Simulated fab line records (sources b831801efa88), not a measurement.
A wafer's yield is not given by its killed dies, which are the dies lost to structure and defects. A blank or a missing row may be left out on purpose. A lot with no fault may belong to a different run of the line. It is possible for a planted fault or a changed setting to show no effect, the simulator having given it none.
Comparing a struck lot with a sound one    flow sky130    17 out of 708 route steps
Sound: these wafers, L288.2, L288.5, L288.6. The struck wafers were L281.3, L281.4, L281.5. The cause is named last.
Order at every step that has rows: each side's tool, ch and its chambers, its first start. Under that, the readings that differ: sound wafers    struck wafers    difference of the means    sigmas: that difference in standard deviations of wafers without a fault.
alike: same words and numbers on both sides, and readings whose means sit less than 2 such deviations apart. not compared: any withheld reading, any reading some wafer has no value for, any bound like >300 that may hide the same value, and any number with overlapping values for which the record gives no deviation.
A row with sigmas, a row that says differs or no value, or rows on one side alone: a step with any of these is where the two part. Non-overlapping numbers with no deviation appear without sigmas and do not part them. Lack of a reading on every wafer of one side parts them only where that side has two or more wafers.

first, 9 steps without rows for these wafers: SKY_CAPM_CLEAN_17 (cleans in O3/DIW); SKY_METAL3_DEHYDRATE_05 (time 60 s); SKY_METAL3_HMDS_06 (prime time 60 s); SKY_METAL3_COAT_07 (resist thk 60 nm); SKY_METAL3_COAT_08 (resist thk 1140 nm); SKY_METAL3_SOFTBAKE_09 (time 90 s); SKY_METAL3_EXPOSE_10 (exposes mask MM3, target cd 300 nm); SKY_METAL3_PEB_11; SKY_METAL3_DEVELOP_12 (develop time 60 s).
SKY_METAL3_CD_MEAS_13: target cd 300 nm.
  sound on cd sem-02 at day 43 05:14; struck on cd sem-02 at day 43 02:06
  alike: cd nm
SKY_METAL3_OVL_MEAS_14:
  sound on overlay-01 at day 43 05:21; struck on overlay-01 at day 43 02:11
  alike: METAL3_OVL
SKY_METAL3_DESCUM_15: chemistry O2, time 8 s.
  sound on rie metal-02 ch 0,1, day 43 05:23; struck on rie metal-01 ch 0,1, day 43 02:14
  alike: drypump motor current A, oes product au, temp c
  not compared: rf hours counter h
SKY_METAL3_ETCH_16: etches BARC in N2/H2, stops on SiO2, time 88.2 s, target depth 60 nm.
  sound on rie metal-02 ch 0,1, day 43 05:25; struck on rie metal-01 ch 0,1, day 43 02:17
  no value came back on the struck wafers for any of 6 readings (bias w (W), chamber pressure mTorr (mTorr) and others); on the sound wafers bias w (W) reads 100.38 100.67 99.74
reading                                        sound           struck          difference  sigmas
model.KrF-thick_of_METAL3_COAT_08.thk nm (nm)  1073 1073 1074  1130 1128 1129  +56         
  not compared: rf hours counter h
SKY_METAL3_ETCH_17: etches SiO2 in C4F8/O2/Ar, stops on TiN, time 3.9 s, target depth 15 nm.
  sound on rie diel-03 ch 0,2,3, day 43 05:31; struck on rie diel-04 ch 0,1, day 43 02:21
reading                sound              struck             difference  sigmas
oes product au (a.u.)  0.761 0.753 0.762  0.373 0.372 0.385  -0.382      -53
  alike: bias w, chamber pressure mTorr
  not compared: rf hours counter h
SKY_METAL3_METAL_ETCH_18: etches the open film in Cl2/BCl3, stops on SiO2, target depth 845 nm, time 183.1 s.
  sound on rie metal-03 ch 0,1, day 43 05:32; struck on rie metal-02 ch 0,1, day 43 02:25
reading                                        sound              struck             difference  sigmas
oes product au (a.u.)                          0.865 0.870 0.869  0.371 0.367 0.376  -0.497      -65
model.KrF-thick_of_METAL3_COAT_08.thk nm (nm)  518.6 519.6 517    558.4 577.8 559    +46.7       
  alike: bcl3 flow sccm, bias w, drypump motor current A, throttle valve pct
  not compared: rf hours counter h
SKY_METAL3_STRIP_19: strips in O2/N2.
  sound on plasma asher-03 ch 0,1, day 43 05:42; struck on plasma asher-03 ch 0,1, day 43 02:35
reading                       sound              struck             difference  sigmas
oes product au (a.u.)         0.506 0.499 0.498  0.510 0.524 0.518  +0.016      +3
strip time to endpoint s (s)  6.44 6.45 6.43     6.86 7.03 6.85     +0.47       +5
  alike: drypump motor current A, n2 flow sccm, o2 flow sccm
  not compared: rf hours counter h
then, 1 step without rows for these wafers: SKY_METAL3_STRIP_20 (strips in post etch residue remover, time 1200 s).

WHERE THEY PART
First at SKY_METAL3_ETCH_16; last, within this record, at SKY_METAL3_STRIP_19.

WHY: what the simulator had put in
Step skipped in full: rie metal-01, at SKY_METAL3_ETCH_16, from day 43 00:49 onward. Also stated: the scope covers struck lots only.
